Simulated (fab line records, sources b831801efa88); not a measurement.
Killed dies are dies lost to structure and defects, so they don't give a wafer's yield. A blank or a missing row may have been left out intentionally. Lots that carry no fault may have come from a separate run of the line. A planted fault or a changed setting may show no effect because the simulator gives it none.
fab line records + flow sky130
[record]
- lots = 6
- wafers = 18
- last-day = 50
route steps=708 shown LDD_HVN@274 LDD_HVP@278 PAD_OPEN@708
lots that met no fault: from a run of the same line without faults
start-h: start of the lot's first displayed wafer, in hours after the record's first day + wait-h: how many hours have passed since the lot's step before this one + " the same as in the row above + L1.1+2: several wafers, shown together as one row + - either no value or no given start + * or withheld: withheld + < > ~ a bound
route shown NAME@n: a module of which the file shows steps, and the number in the route of the first + usual: mean/standard deviation taken from wafers without a fault + same: alike in all rows + chamber/n: place in a boat + sites: each site's reading + _std_site: how widely they spread, as a standard deviation + _edge_site: mean of outer sites minus mean of inner sites + radius-mm: for every site, how far away it sits from the centre of the wafer + mask NAME#n: copy n + behind: the most recent tool/chamber to have shaped the wafer + hold: why the lot was held/for how many hours/how that ended + device: names the non-switching transistor (n, p or np) + end of line: the same wafers' tests at the end of the route + step lacking rows: just its recipe + killed: not the wafer's yield, but the dies lost to structure and defects at the first sort + map: the dies of a wafer, with x for killed, . for not killed, _ for no die there
set.NAME: setting as actually run; set.NAME@STEP: the setting as run at that earlier step + model.NAME: the simulator's own value behind a step, which no gauge read
lots at selected steps of the route; one table per step, one row per wafer
services: from which hour (start-h, from the record's first day; less than 0 if before it) a tool's chamber was out of use, for how many hours, and why
[[steps]]
[step SKY_LDD_HVN_OVL_MEAS_07]
[usual]
- LDD_HVN_OVL = 0.6/1.5
| lot.wafer | tool       | chamber | start-h | wait-h | LDD_HVN_OVL[nm] |
|-----------|------------|---------|---------|--------|-----------------|
| L363.2    | overlay-02 | -       | 517.97  | 0.1    | 0.5             |
| L363.4    | "          | -       | "       | "      | 0.4             |
| L363.6    | "          | -       | "       | "      | -0.2            |
| L366.3    | overlay-01 | -       | 547.92  | 0.1    | 2.6             |
| L366.4    | "          | -       | "       | "      | 3.0             |
| L366.6    | "          | -       | "       | "      | 4.1             |
| L375.2    | overlay-02 | -       | 614.62  | 0.1    | 3.7             |
| L375.4    | "          | -       | "       | "      | 2.5             |
| L375.5    | "          | -       | "       | "      | 2.5             |
| L376.1    | overlay-01 | -       | 623.84  | 0.1    | 1.0             |
| L376.2    | "          | -       | "       | "      | 2.2             |
| L376.3    | "          | -       | "       | "      | 1.5             |
| L377.1    | overlay-01 | -       | 627.31  | 0.1    | 0.4             |
| L377.2    | "          | -       | "       | "      | -0.4            |
| L377.5    | "          | -       | "       | "      | -0.9            |
| L380.1    | overlay-02 | -       | 649.36  | 0.1    | -0.5            |
| L380.3    | "          | -       | "       | "      | -0.3            |
| L380.6    | "          | -       | "       | "      | -0.5            |
[step SKY_LDD_HVN_IMPLANT_08]
[recipe]
- species = P
- energy-kev = 60
- dose-cm2 = 3e+13
- tilt-deg = 40
[step SKY_LDD_HVN_STRIP_09]
[recipe]
- chemistry = O2/N2
- power-w = 1400
- pressure-mtorr = 1500
- platen-temp-c = withheld
- o2-flow-sccm = 3000
- n2-flow-sccm = 300
- overash-fraction = 0.5
[usual]
- drypump-motor-current-A = 5.9/0.35
- oes-product-au = 0.409/0.0048
- strip-time-to-endpoint-s = 4.127/0.015
| lot.wafer | tool            | chamber | start-h | wait-h | drypump-motor-current-A | oes-product-au | rf-hours-counter-h | strip-time-to-endpoint-s |
|-----------|-----------------|---------|---------|--------|-------------------------|----------------|--------------------|--------------------------|
| L363.2    | plasma-asher-04 | 0       | 518.15  | 0.1    | 5.9                     | 0.410          | 39                 | 4.147                    |
| L363.4    | "               | 1       | "       | "      | 6.4                     | 0.416          | -                  | 4.147                    |
| L363.6    | "               | 0       | "       | "      | 5.9                     | 0.405          | -                  | 4.139                    |
| L366.3    | plasma-asher-02 | 0       | 548.13  | 0.1    | 5.7                     | 0.408          | -                  | 4.131                    |
| L366.4    | "               | 1       | "       | "      | 6.2                     | 0.415          | -                  | 4.130                    |
| L366.6    | "               | 0       | "       | "      | 5.7                     | 0.415          | -                  | 4.122                    |
| L375.2    | plasma-asher-03 | 1       | 614.80  | 0.1    | 5.5                     | 0.418          | 80                 | 4.139                    |
| L375.4    | "               | 0       | "       | "      | 5.5                     | 0.419          | -                  | 4.120                    |
| L375.5    | "               | 0       | "       | "      | 5.5                     | 0.408          | -                  | 4.130                    |
| L376.1    | plasma-asher-02 | 1       | 624.02  | 0.1    | 6.3                     | 0.408          | 19                 | 4.098                    |
| L376.2    | "               | 0       | "       | "      | 5.7                     | 0.399          | 19                 | 4.097                    |
| L376.3    | "               | 1       | "       | "      | 6.3                     | 0.408          | -                  | 4.099                    |
| L377.1    | plasma-asher-03 | 0       | 627.50  | 0.1    | 5.5                     | 0.412          | 82                 | 4.131                    |
| L377.2    | "               | 1       | "       | "      | 5.6                     | 0.406          | 82                 | 4.116                    |
| L377.5    | "               | 0       | "       | "      | 5.5                     | 0.412          | -                  | 4.110                    |
| L380.1    | plasma-asher-03 | 1       | 649.55  | 0.1    | 5.5                     | 0.405          | 84                 | 4.107                    |
| L380.3    | "               | 0       | "       | "      | 5.5                     | 0.405          | -                  | 4.105                    |
| L380.6    | "               | 1       | "       | "      | 5.5                     | 0.402          | -                  | 4.097                    |
[step SKY_LDD_HVN_TW_MEAS_10]
[usual]
- LDD_HVN_TW = 1439/9.3
| lot.wafer | tool          | chamber | start-h | wait-h | LDD_HVN_TW |
|-----------|---------------|---------|---------|--------|------------|
| L363.2    | film-metro-03 | -       | 518.26  | 0.1    | 1442       |
| L363.4    | "             | -       | "       | "      | 1434       |
| L363.6    | "             | -       | "       | "      | 1443       |
| L366.3    | film-metro-01 | -       | 548.22  | 0.1    | 1447       |
| L366.4    | "             | -       | "       | "      | 1435       |
| L366.6    | "             | -       | "       | "      | 1444       |
| L375.2    | film-metro-03 | -       | 614.91  | 0.1    | 1447       |
| L375.4    | "             | -       | "       | "      | 1444       |
| L375.5    | "             | -       | "       | "      | 1454       |
| L376.1    | film-metro-01 | -       | 624.17  | 0.1    | 1438       |
| L376.2    | "             | -       | "       | "      | 1432       |
| L376.3    | "             | -       | "       | "      | 1434       |
| L377.1    | film-metro-01 | -       | 627.60  | 0.1    | 1437       |
| L377.2    | "             | -       | "       | "      | 1426       |
| L377.5    | "             | -       | "       | "      | 1437       |
| L380.1    | film-metro-03 | -       | 649.65  | 0.1    | 1450       |
| L380.3    | "             | -       | "       | "      | 1447       |
| L380.6    | "             | -       | "       | "      | 1444       |
[step SKY_LDD_HVP_DEHYDRATE_00]
[recipe]
- temp-c = 200
- time-s = 60
[step SKY_LDD_HVP_HMDS_01]
[recipe]
- prime-time-s = 60
- prime-temp-c = 120
[step SKY_LDD_HVP_COAT_02]
[recipe]
- resist = NOVOLAK
- spin-rpm = 3000
- resist-thk-nm = 300
[step SKY_LDD_HVP_SOFTBAKE_03]
[recipe]
- temp-c = 90
- time-s = 60
- resist = NOVOLAK
[step SKY_LDD_HVP_EXPOSE_04]
[recipe]
- mask-id = HVPTM
- na = 0.6
- source-shape = conventional
- sigma-outer = 0.6
- polarization = unpolarized
- target-cd-nm = 700
- dose-mj = 86
[step SKY_LDD_HVP_PEB_05]
[recipe]
- temp-c = withheld
- time-s = *
- resist = NOVOLAK
[step SKY_LDD_HVP_DEVELOP_06]
[recipe]
- resist = NOVOLAK
- developer = TMAH
- develop-time-s = 60
- dev-temp-c = 23
[step SKY_LDD_HVP_OVL_MEAS_07]
[usual]
- LDD_HVP_OVL = 0.8/1.6
| lot.wafer | tool       | chamber | start-h | wait-h | LDD_HVP_OVL[nm] |
|-----------|------------|---------|---------|--------|-----------------|
| L363.2    | overlay-02 | -       | 549.11  | 0.1    | 2.9             |
| L363.4    | "          | -       | "       | "      | 2.3             |
| L363.6    | "          | -       | "       | "      | 2.9             |
| L366.3    | overlay-02 | -       | 577.12  | 0.1    | 3.3             |
| L366.4    | "          | -       | "       | "      | 3.2             |
| L366.6    | "          | -       | "       | "      | 2.5             |
| L375.2    | overlay-02 | -       | 643.42  | 0.1    | 1.0             |
| L375.4    | "          | -       | "       | "      | -0.5            |
| L375.5    | "          | -       | "       | "      | 0.8             |
| L376.1    | overlay-01 | -       | 653.16  | 0.1    | 2.9             |
| L376.2    | "          | -       | "       | "      | 2.2             |
| L376.3    | "          | -       | "       | "      | 1.2             |
| L377.1    | overlay-01 | -       | 655.65  | 0.1    | 0.4             |
| L377.2    | "          | -       | "       | "      | -1.0            |
| L377.5    | "          | -       | "       | "      | -0.2            |
| L380.1    | overlay-02 | -       | 677.41  | 0.1    | 3.7             |
| L380.3    | "          | -       | "       | "      | 3.0             |
| L380.6    | "          | -       | "       | "      | 3.8             |
[step SKY_LDD_HVP_IMPLANT_08]
[recipe]
- species = B
- energy-kev = 20
- dose-cm2 = 1.7e+13
- tilt-deg = 17.9
[usual]
- dose-ions-cm2 = 1.6997e+13/1.8e+10
- faraday-current-uA = 96.0/1.9
[same]
- implant-ion-amu = 11
| lot.wafer | tool         | chamber | start-h | wait-h | dose-ions-cm2 | faraday-current-uA |
|-----------|--------------|---------|---------|--------|---------------|--------------------|
| L363.2    | implanter-01 | 0       | 549.17  | 0.0    | 1.7006e+13    | 97.6               |
| L363.4    | "            | 0       | "       | "      | 1.6999e+13    | 95.4               |
| L363.6    | "            | 0       | "       | "      | 1.701e+13     | 92.9               |
| L366.3    | implanter-02 | 0       | 577.20  | 0.1    | 1.6992e+13    | 94.0               |
| L366.4    | "            | 0       | "       | "      | 1.6996e+13    | 97.0               |
| L366.6    | "            | 0       | "       | "      | 1.6984e+13    | 96.2               |
| L375.2    | implanter-02 | 0       | 643.47  | 0.0    | 1.5354e+13    | 89.7               |
| L375.4    | "            | 0       | "       | "      | 1.5355e+13    | 84.7               |
| L375.5    | "            | 0       | "       | "      | 1.5353e+13    | 86.3               |
| L376.1    | implanter-02 | 0       | 653.20  | 0.0    | 1.5369e+13    | 89.6               |
| L376.2    | "            | 0       | "       | "      | 1.537e+13     | 84.5               |
| L376.3    | "            | 0       | "       | "      | 1.5388e+13    | 89.4               |
| L377.1    | implanter-01 | 0       | 655.69  | 0.0    | 1.7001e+13    | 94.6               |
| L377.2    | "            | 0       | "       | "      | 1.7021e+13    | 93.0               |
| L377.5    | "            | 0       | "       | "      | 1.7007e+13    | 95.3               |
| L380.1    | implanter-04 | 0       | 677.45  | 0.0    | 1.6984e+13    | 93.8               |
| L380.3    | "            | 0       | "       | "      | 1.6988e+13    | 95.6               |
| L380.6    | "            | 0       | "       | "      | 1.6975e+13    | 94.0               |
[step SKY_LDD_HVP_STRIP_09]
[recipe]
- chemistry = O2/N2
- power-w = 1400
- pressure-mtorr = 1500
- platen-temp-c = withheld
- o2-flow-sccm = 3000
- n2-flow-sccm = 300
- overash-fraction = 0.5
[usual]
- drypump-motor-current-A = 5.81/0.28
- oes-product-au = 0.408/0.0044
- strip-time-to-endpoint-s = 4.130/0.015
| lot.wafer | tool            | chamber | start-h | wait-h | drypump-motor-current-A | oes-product-au | rf-hours-counter-h | strip-time-to-endpoint-s |
|-----------|-----------------|---------|---------|--------|-------------------------|----------------|--------------------|--------------------------|
| L363.2    | plasma-asher-02 | 0       | 549.29  | 0.1    | 5.73                    | 0.415          | 11                 | 4.133                    |
| L363.4    | "               | 0       | "       | "      | 5.73                    | 0.407          | -                  | 4.148                    |
| L363.6    | "               | 1       | "       | "      | 6.24                    | 0.413          | -                  | 4.140                    |
| L366.3    | plasma-asher-01 | 0       | 577.33  | 0.1    | 5.92                    | 0.407          | -                  | 4.132                    |
| L366.4    | "               | 1       | "       | "      | 5.69                    | 0.409          | -                  | 4.126                    |
| L366.6    | "               | 0       | "       | "      | 5.93                    | 0.409          | -                  | 4.121                    |
| L375.2    | plasma-asher-02 | 0       | 643.60  | 0.1    | 5.71                    | 0.413          | 21                 | 4.099                    |
| L375.4    | "               | 0       | "       | "      | 5.71                    | 0.404          | -                  | 4.112                    |
| L375.5    | "               | 1       | "       | "      | 6.27                    | 0.408          | -                  | 4.131                    |
| L376.1    | plasma-asher-02 | 0       | 653.35  | 0.1    | 5.73                    | 0.404          | 22                 | 4.125                    |
| L376.2    | "               | 1       | "       | "      | 6.26                    | 0.410          | 22                 | 4.123                    |
| L376.3    | "               | 0       | "       | "      | 5.73                    | 0.406          | -                  | 4.109                    |
| L377.1    | plasma-asher-01 | 0       | 655.84  | 0.1    | 5.94                    | 0.402          | 99                 | 4.130                    |
| L377.2    | "               | 1       | "       | "      | 5.66                    | 0.404          | 99                 | 4.134                    |
| L377.5    | "               | 1       | "       | "      | 5.69                    | 0.410          | -                  | 4.149                    |
| L380.1    | plasma-asher-02 | 1       | 677.60  | 0.1    | 6.25                    | 0.408          | 24                 | 4.130                    |
| L380.3    | "               | 1       | "       | "      | 6.26                    | 0.414          | -                  | 4.141                    |
| L380.6    | "               | 1       | "       | "      | 6.27                    | 0.403          | -                  | 4.143                    |
[step SKY_LDD_HVP_TW_MEAS_10]
[usual]
- LDD_HVP_TW = 455/3.2
| lot.wafer | tool          | chamber | start-h | wait-h | hold                     | LDD_HVP_TW |
|-----------|---------------|---------|---------|--------|--------------------------|------------|
| L363.2    | film-metro-02 | -       | 549.40  | 0.1    | -                        | 455        |
| L363.4    | "             | -       | "       | "      | -                        | 454        |
| L363.6    | "             | -       | "       | "      | -                        | 453        |
| L366.3    | film-metro-04 | -       | 577.42  | 0.1    | -                        | 452        |
| L366.4    | "             | -       | "       | "      | -                        | 452        |
| L366.6    | "             | -       | "       | "      | -                        | 452        |
| L375.2    | film-metro-02 | -       | 643.71  | 0.1    | await-dispo/0.2h/release | 443        |
| L375.4    | "             | -       | "       | "      | await-dispo/0.2h/release | 444        |
| L375.5    | "             | -       | "       | "      | await-dispo/0.2h/release | 442        |
| L375.2    | film-metro-02 | -       | 643.93  | 0.2    | -                        | 442        |
| L375.4    | "             | -       | "       | "      | -                        | 442        |
| L375.5    | "             | -       | "       | "      | -                        | 441        |
| L376.1    | film-metro-04 | -       | 653.45  | 0.1    | await-dispo/0.2h/release | 442        |
| L376.2    | "             | -       | "       | "      | await-dispo/0.2h/release | 441        |
| L376.3    | "             | -       | "       | "      | await-dispo/0.2h/release | 440        |
| L376.1    | film-metro-04 | -       | 653.67  | 0.2    | -                        | 438        |
| L376.2    | "             | -       | "       | "      | -                        | 443        |
| L376.3    | "             | -       | "       | "      | -                        | 441        |
| L377.1    | film-metro-04 | -       | 655.94  | 0.1    | -                        | 455        |
| L377.2    | "             | -       | "       | "      | -                        | 457        |
| L377.5    | "             | -       | "       | "      | -                        | 454        |
| L380.1    | film-metro-04 | -       | 677.70  | 0.1    | -                        | 454        |
| L380.3    | "             | -       | "       | "      | -                        | 454        |
| L380.6    | "             | -       | "       | "      | -                        | 454        |
[step SKY_PAD_OPEN_PROBE_99]
[usual]
- killed_at_M0_to_M3 = 43/6.3
- killed_at_M4_up = 3.0/1.6
- killed-at-contacts = 25/5
- killed-at-front-end = 15/4.4
- killed-at-other = 0.3/0.8
- killed-dies = 85/8.7
- killed-open = 47/6.9
- killed-short = 38/6.3
[same]
- gross-dies = 492
- killed-at-back-side = 0
| lot.wafer | tool      | chamber | start-h | wait-h | killed_at_M0_to_M3 | killed_at_M4_up | killed-at-contacts | killed-at-front-end | killed-at-other | killed-dies | killed-open | killed-short | model.etest.tip_p_5v.rs-ohm-sq |
|-----------|-----------|---------|---------|--------|--------------------|-----------------|--------------------|---------------------|-----------------|-------------|-------------|--------------|--------------------------------|
| L363.2    | prober-02 | -       | 1113.83 | 0.1    | 37                 | 3               | 24                 | 15                  | 0               | 79          | 44          | 35           | 2842                           |
| L363.4    | prober-02 | -       | 1113.93 | 0.2    | 37                 | 4               | 21                 | 10                  | 1               | 73          | 38          | 35           | 2871                           |
| L363.6    | prober-02 | -       | 1114.03 | 0.2    | 41                 | 3               | 21                 | 22                  | 1               | 88          | 56          | 32           | 2856                           |
| L366.3    | prober-02 | -       | 1135.98 | 0.2    | 42                 | 0               | 25                 | 14                  | 0               | 81          | 38          | 43           | 2859                           |
| L366.4    | prober-02 | -       | 1136.03 | 0.2    | 46                 | 0               | 22                 | 11                  | 0               | 79          | 44          | 35           | 2868                           |
| L366.6    | prober-02 | -       | 1136.13 | 0.2    | 44                 | 2               | 21                 | 9                   | 0               | 76          | 43          | 33           | 2881                           |
| L375.2    | prober-01 | -       | 1175.83 | 0.1    | 57                 | 4               | 23                 | 10                  | 0               | 94          | 58          | 36           | 3092                           |
| L375.4    | prober-01 | -       | 1175.93 | 0.2    | 43                 | 3               | 21                 | 11                  | 0               | 78          | 45          | 33           | 3092                           |
| L375.5    | prober-01 | -       | 1175.98 | 0.2    | 38                 | 6               | 26                 | 16                  | 12              | 98          | 51          | 35           | 3083                           |
| L377.1    | prober-02 | -       | 1179.03 | 0.1    | 48                 | 4               | 27                 | 11                  | 0               | 90          | 50          | 40           | 2846                           |
| L377.2    | prober-02 | -       | 1179.08 | 0.1    | 39                 | 5               | 21                 | 21                  | 0               | 86          | 41          | 45           | 2849                           |
| L377.5    | prober-02 | -       | 1179.23 | 0.2    | 47                 | 5               | 25                 | 11                  | 0               | 88          | 46          | 42           | 2889                           |
| L376.1    | prober-01 | -       | 1179.36 | 0.1    | 35                 | 4               | 23                 | 13                  | 0               | 75          | 36          | 39           | 3124                           |
| L376.2    | prober-01 | -       | 1179.41 | 0.1    | 36                 | 1               | 26                 | 19                  | 0               | 82          | 47          | 35           | 3087                           |
| L376.3    | prober-01 | -       | 1179.46 | 0.2    | 38                 | 1               | 28                 | 12                  | 0               | 79          | 53          | 26           | 3120                           |
| L380.1    | prober-02 | -       | 1195.77 | 0.1    | 31                 | 3               | 20                 | 12                  | 0               | 66          | 32          | 34           | 2836                           |
| L380.3    | prober-02 | -       | 1195.87 | 0.2    | 39                 | 3               | 26                 | 9                   | 0               | 77          | 39          | 38           | 2849                           |
| L380.6    | prober-02 | -       | 1196.02 | 0.2    | 41                 | 7               | 17                 | 7                   | 0               | 72          | 37          | 35           | 2839                           |
// killed by level:class
L363.2 CONTACT:geometric-particle:open=9 VIA1:geometric-particle:open=7 METAL2:geometric-particle:short=7 FIELD_ISO:geometric-particle:open=6 LI_CONTACT:geometric-particle:open=6 CONTACT:geometric-particle:short=5 VIA2:geometric-particle:open=5 FIELD_ISO:geometric-particle:short=3
L363.4 VIA1:geometric-particle:open=11 CONTACT:geometric-particle:open=8 LOCAL_INTERCONNECT:geometric-particle:short=7 METAL1:geometric-particle:short=6 VIA1:geometric-particle:short=5 VIA2:geometric-particle:short=4 FIELD_ISO:geometric-particle:open=3 FIELD_ISO:geometric-particle:short=3
L363.6 VIA3:geometric-particle:open=10 VIA1:geometric-particle:open=9 CONTACT:geometric-particle:open=8 VIA2:geometric-particle:open=8 POLY_GATE:geometric-particle:short=7 POLY_GATE:geometric-particle:open=7 FIELD_ISO:geometric-particle:open=6 LI_CONTACT:geometric-particle:open=4
L366.3 CONTACT:geometric-particle:open=9 VIA1:geometric-particle:open=9 POLY_GATE:geometric-particle:short=6 VIA1:geometric-particle:short=6 VIA2:geometric-particle:open=6 METAL2:geometric-particle:short=6 LOCAL_INTERCONNECT:geometric-particle:short=5 CONTACT:geometric-particle:short=5
L366.4 VIA1:geometric-particle:open=13 LI_CONTACT:geometric-particle:open=8 CONTACT:geometric-particle:open=6 METAL2:geometric-particle:short=6 VIA2:geometric-particle:open=6 VIA3:geometric-particle:open=5 VIA2:geometric-particle:short=5 METAL3:geometric-particle:short=5
L366.6 CONTACT:geometric-particle:open=11 VIA1:geometric-particle:open=11 METAL2:geometric-particle:short=8 VIA2:geometric-particle:open=7 LI_CONTACT:geometric-particle:open=5 VIA1:geometric-particle:short=5 FIELD_ISO:geometric-particle:short=4 METAL1:geometric-particle:short=4
L375.2 VIA1:geometric-particle:open=18 LI_CONTACT:geometric-particle:open=12 VIA1:geometric-particle:short=6 CONTACT:geometric-particle:open=6 METAL2:geometric-particle:short=6 VIA3:geometric-particle:open=6 METAL1:geometric-particle:short=5 VIA2:geometric-particle:short=5
L375.4 VIA1:geometric-particle:open=12 CONTACT:geometric-particle:open=10 VIA1:geometric-particle:short=5 METAL1:geometric-particle:short=5 VIA2:geometric-particle:open=5 METAL2:geometric-particle:short=4 VIA3:geometric-particle:short=4 VIA3:geometric-particle:open=4
L375.5 PAD_OPEN:area-etch=12 VIA1:geometric-particle:open=11 LI_CONTACT:geometric-particle:open=11 METAL1:geometric-particle:short=8 CONTACT:geometric-particle:open=7 POLY_GATE:geometric-particle:open=5 VIA3:geometric-particle:open=5 FIELD_ISO:geometric-particle:open=3
L377.1 VIA1:geometric-particle:open=16 LOCAL_INTERCONNECT:geometric-particle:short=9 LI_CONTACT:geometric-particle:open=9 VIA2:geometric-particle:open=7 VIA3:geometric-particle:open=4 CONTACT:geometric-particle:open=4 FIELD_ISO:geometric-particle:open=3 FIELD_ISO:geometric-particle:short=3
L377.2 VIA1:geometric-particle:open=11 POLY_GATE:geometric-particle:short=6 LI_CONTACT:geometric-particle:open=6 CONTACT:geometric-particle:open=6 METAL1:geometric-particle:short=6 VIA1:geometric-particle:short=5 SPACER:geometric-particle:short=4 SPACER:geometric-particle:open=4
L377.5 VIA1:geometric-particle:open=11 LI_CONTACT:geometric-particle:open=10 VIA3:geometric-particle:open=9 LOCAL_INTERCONNECT:geometric-particle:short=7 METAL2:geometric-particle:short=5 FIELD_ISO:geometric-particle:short=4 POLY_GATE:geometric-particle:short=4 CONTACT:geometric-particle:short=4
L376.1 CONTACT:geometric-particle:open=11 VIA1:geometric-particle:open=10 METAL2:geometric-particle:short=9 METAL1:geometric-particle:short=6 LOCAL_INTERCONNECT:geometric-particle:short=5 POLY_GATE:geometric-particle:open=5 FIELD_ISO:geometric-particle:short=4 CONTACT:geometric-particle:short=4
L376.2 LI_CONTACT:geometric-particle:open=10 POLY_GATE:geometric-particle:open=6 FIELD_ISO:geometric-particle:open=5 LOCAL_INTERCONNECT:geometric-particle:short=5 CONTACT:geometric-particle:open=5 METAL1:geometric-particle:short=4 VIA1:geometric-particle:open=4 VIA2:geometric-particle:open=4
L376.3 CONTACT:geometric-particle:open=14 VIA1:geometric-particle:open=11 FIELD_ISO:geometric-particle:open=8 VIA3:geometric-particle:open=7 METAL1:geometric-particle:short=6 CONTACT:geometric-particle:short=4 VIA2:geometric-particle:open=4 LOCAL_INTERCONNECT:geometric-particle:short=3
L380.1 LOCAL_INTERCONNECT:geometric-particle:short=7 LI_CONTACT:geometric-particle:open=6 VIA1:geometric-particle:open=6 METAL2:geometric-particle:short=5 VIA3:geometric-particle:open=5 METAL1:geometric-particle:short=4 FIELD_ISO:geometric-particle:open=3 CONTACT:geometric-particle:open=3
L380.3 CONTACT:geometric-particle:open=11 VIA1:geometric-particle:open=9 METAL1:geometric-particle:short=7 CONTACT:geometric-particle:short=6 METAL2:geometric-particle:short=6 VIA2:geometric-particle:open=5 LI_CONTACT:geometric-particle:open=4 VIA3:geometric-particle:open=4
L380.6 METAL1:geometric-particle:short=7 VIA1:geometric-particle:open=7 VIA1:geometric-particle:short=6 LI_CONTACT:geometric-particle:open=6 CONTACT:geometric-particle:open=6 VIA3:geometric-particle:open=5 METAL4:geometric-particle:short=4 POLY_GATE:geometric-particle:open=3
[[services]]
| tool            | chamber | start-h | hours | kind   |
|-----------------|---------|---------|-------|--------|
| implanter-02    | -       | 501.86  | 3.3   | repair |
| plasma-asher-04 | -       | 502.20  | 2.8   | pm     |
| plasma-asher-02 | -       | 522.21  | 6.2   | repair |
| implanter-02    | -       | 535.67  | 1.9   | repair |
| plasma-asher-04 | -       | 576.71  | 5.3   | repair |
| implanter-04    | -       | 577.14  | 1.4   | repair |
| plasma-asher-04 | -       | 581.60  | 2.7   | repair |
| plasma-asher-04 | -       | 584.80  | 10.9  | repair |
| implanter-01    | -       | 622.27  | 0.9   | repair |
| implanter-02    | -       | 622.90  | 2.9   | repair |
| plasma-asher-04 | -       | 623.90  | 10.2  | repair |
| implanter-04    | -       | 651.91  | 8.9   | repair |
| implanter-01    | -       | 675.67  | 3.5   | pm     |
[[key]]
[first-sign]
- step = SKY_LDD_HVP_IMPLANT_08
- reading = dose-ions-cm2
- direction = down
- sigmas = 89
- usual = *
- struck = *
[effect]
- step = SKY_LDD_HVP_IMPLANT_08
- reading = faraday-current-uA
- direction = down
- sigmas = 4.6
- usual = 96.0
- struck = 87.4
[effect]
- step = SKY_LDD_HVP_TW_MEAS_10
- reading = visit
- direction = added
[model-effect]
- step = SKY_PAD_OPEN_PROBE_99
- value = etest.tip_p_5v.rs-ohm-sq
- without = 2878
- struck = 3100
met-at SKY_LDD_HVP_IMPLANT_08
struck-wafers L375.2,L375.4,L375.5,L376.1,L376.2,L376.3
tester-left-out L375,L376
[baseline-loss]
- step = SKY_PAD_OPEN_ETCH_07
- wafers = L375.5
onset-between 577.20 643.47
[fault]
- kind = process-parameter-drift
- tool = implanter-02
- chamber = -
- onset-h = 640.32
- steps = SKY_LDD_HVP_IMPLANT_08
- channel = dose-cm2
- offset = *
- shape = step
- end-h = 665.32
- acts-in = *
- stated = *
// tester-left-out: of these lots the tester's yield and bins aren't shown, on N5 and GAA mostly nor the transistor test; their killed dies are dies lost to structure and defects alone, not to doping, threshold or leakage, so they don't give the yield
// baseline-loss: these wafers lose ten dies or more at that step, a loss of the line's own and not of a fault; the sort's usual values leave them out
